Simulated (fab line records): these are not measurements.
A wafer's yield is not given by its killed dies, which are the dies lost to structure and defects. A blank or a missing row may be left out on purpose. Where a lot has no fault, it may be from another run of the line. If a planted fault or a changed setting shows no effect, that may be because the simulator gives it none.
Matching of chambers | flow sky130 | SKY_LI_CONTACT_ETCH_15 on rie_diel-02 has 4 sister chambers
The step etches PSG in C4F8/O2/Ar, stops on Si, target depth 600 nm. 30 wafers are shown with their chamber, then 12 later ones without.

== EACH WAFER AND ITS CHAMBER ==
wafer  | chamber | oes_product_au (a.u.)
L077.2 | 3       | 0.835
L077.5 | 3       | 0.838
L077.6 | 2       | 0.831
L080.1 | 2       | 0.840
L080.2 | 0       | 0.829
L080.3 | 3       | 0.833
L080.4 | 1       | 0.828
L080.5 | 1       | 0.830
L080.6 | 0       | 0.836
L081.3 | 2       | 0.835
L081.5 | 1       | 0.837
L081.6 | 2       | 0.828
L083.1 | 0       | 0.840
L083.2 | 3       | 0.841
L083.3 | 1       | 0.838
L083.4 | 2       | 0.839
L083.5 | 1       | 0.840
L083.6 | 2       | 0.833
L082.4 | 3       | 0.833
L082.5 | 2       | 0.844
L082.6 | 1       | 0.826
L084.1 | 3       | 0.836
L084.2 | 1       | 0.831
L084.3 | 2       | 0.831
L084.4 | 0       | 0.829
L084.5 | 3       | 0.833
L084.6 | 0       | 0.832
L087.3 | 3       | 0.830
L087.4 | 0       | 0.834
L087.6 | 1       | 0.833

SIGNATURES, as means of the wafers listed above
reading        | chamber 0 | chamber 1 | chamber 2 | chamber 3 | scatter within a chamber
oes_product_au | 0.83333   | 0.83287   | 0.83513   | 0.83487   | 0.00463
Rule: a wafer lies at a distance from a chamber equal to the root of the sum of squares, over the readings, of (its reading less the chamber's mean, divided by the reading's scatter). If the next closest chamber is less than 2 further off than the closest, the wafer can't be placed; otherwise it belongs to the closest. How the scatter is found: for the shown wafers, subtract from each reading the mean of its chamber, square and add these, divide the total by (wafers less chambers), then take the root.

== WAFERS WHOSE CHAMBER IS MISSING ==
wafer  | oes_product_au (a.u.)
L088.2 | 0.834
L088.3 | 0.825
L088.5 | 0.833
L090.1 | 0.835
L090.2 | 0.828
L090.3 | 0.834
L090.4 | 0.836
L090.5 | 0.839
L090.6 | 0.831
L095.2 | 0.836
L095.3 | 0.833
L095.4 | 0.834

== CHAMBER TAKEN BY EACH ==
wafer  | from the rows above               | in truth
L088.2 | can't be placed: 0 or 3 or 1 or 2 | 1
L088.3 | can't be placed: 1 or 0 or 3 or 2 | 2
L088.5 | can't be placed: 1 or 0 or 3 or 2 | 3
L090.1 | can't be placed: 2 or 3 or 0 or 1 | 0
L090.2 | can't be placed: 1 or 0 or 3 or 2 | 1
L090.3 | can't be placed: 0 or 3 or 1 or 2 | 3
L090.4 | can't be placed: 2 or 3 or 0 or 1 | 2
L090.5 | can't be placed: 2 or 3 or 0 or 1 | 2
L090.6 | can't be placed: 1 or 0 or 3 or 2 | 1
L095.2 | can't be placed: 2 or 3 or 0 or 1 | 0
L095.3 | can't be placed: 1 or 0 or 3 or 2 | 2
L095.4 | can't be placed: 0 or 3 or 1 or 2 | 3
Placed correctly: 0 of 12. Cannot be placed on the basis of these rows: 12; the candidates contain the true chamber in 12. 0 placed wrongly.
